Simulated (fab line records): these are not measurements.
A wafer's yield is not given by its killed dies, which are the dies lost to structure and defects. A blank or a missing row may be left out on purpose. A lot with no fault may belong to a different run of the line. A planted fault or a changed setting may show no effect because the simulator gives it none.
A struck lot beside a sound one | flow sky130 | 14 steps out of a route of 708
Sound: the wafers L162.2, L162.3, L162.4. Wafers struck: L177.2, L177.3, L177.4. The cause is named last.
Per side, at each step with rows, come the tool, then ch with its chambers, and then its first start. Under that, the readings that differ: sound wafers | struck wafers | difference of the means | sigmas: that difference in standard deviations of wafers without a fault.
alike: words and numbers the same on both sides, and readings whose means are apart by under 2 such deviations; not compared: readings that were withheld, readings missing a value for some wafer, numbers with overlapping values and no deviation given by the record, and bounds like >300 which may hide the same value.
Wherever a step has rows on one side only, a row that says differs or no value, or a row with sigmas, the two part there. Non-overlapping numbers with no deviation appear without sigmas and do not part them. Lack of a reading on every wafer of one side parts them only where that side has two or more wafers.

first, 1 step without rows for these wafers: SKY_LDD_LDN_IMPLANT_11.
SKY_LDD_LDN_STRIP_12: strips in O2/N2.
  sound on plasma_asher-04 ch 0,1, day 23 08:23; struck on plasma_asher-04 ch 0,1, day 28 19:56
  alike: drypump_motor_current_A, n2_flow_sccm, oes_product_au, strip_time_to_endpoint_s
  not compared: rf_hours_counter_h
SKY_LDD_LDN_TW_MEAS_13:
  sound on film_metro-04 at day 23 08:30; struck on film_metro-04 at day 28 20:03
  alike: LDD_LDN_TW
then, 2 steps without rows for these wafers: SKY_LDD_LDN_CLEAN_14 (cleans in SC1/SC2, time 150 s); SKY_SPACER_CVD_00 (deposits Si3N4 from DCS/NH3, target thk 43.1 nm, time 740 s).
SKY_SPACER_THK_MEAS_01:
  sound on film_metro-03 at day 23 10:25; struck on film_metro-03 at day 29 01:03
  alike: SPACER_CVD_00_THK
SKY_SPACER_ETCHBACK_02: etches Si3N4 in CH3F/O2, stops on SiO2, time 46.7 s, target depth 45 nm.
  sound on rie_diel-01 ch 0,2,3, day 23 10:28; struck on rie_diel-01 ch 0,1,2, day 29 01:06
  alike: drypump_motor_current_A, oes_product_au, throttle_valve_pct
  not compared: rf_hours_counter_h
then, 5 steps without rows for these wafers: SKY_POLY_CUT_DEHYDRATE_00 (time 60 s); SKY_POLY_CUT_HMDS_01 (prime time 60 s); SKY_POLY_CUT_COAT_02 (resist thk 60 nm); SKY_POLY_CUT_COAT_03 (resist thk 450 nm); SKY_POLY_CUT_SOFTBAKE_04 (time 90 s).
SKY_POLY_CUT_EXPOSE_05: exposes mask NPCM, target cd 270 nm.
  struck on krf_scanner-02, day 29 15:57; sound on krf_scanner-02 ch 0, day 24 01:49
  no value came back on the struck wafers for exposure_dose_mJ_cm2, focus_offset_nm (nm), sigma_inner; on the sound wafers exposure_dose_mJ_cm2 reads 31.94 32.00 32.01
  alike: mask
following that, these wafers have no rows for 1 step: SKY_POLY_CUT_PEB_06.

== WHERE THEY PART ==
SKY_POLY_CUT_EXPOSE_05 only, going by this record.

WHY: the cause the simulator had injected
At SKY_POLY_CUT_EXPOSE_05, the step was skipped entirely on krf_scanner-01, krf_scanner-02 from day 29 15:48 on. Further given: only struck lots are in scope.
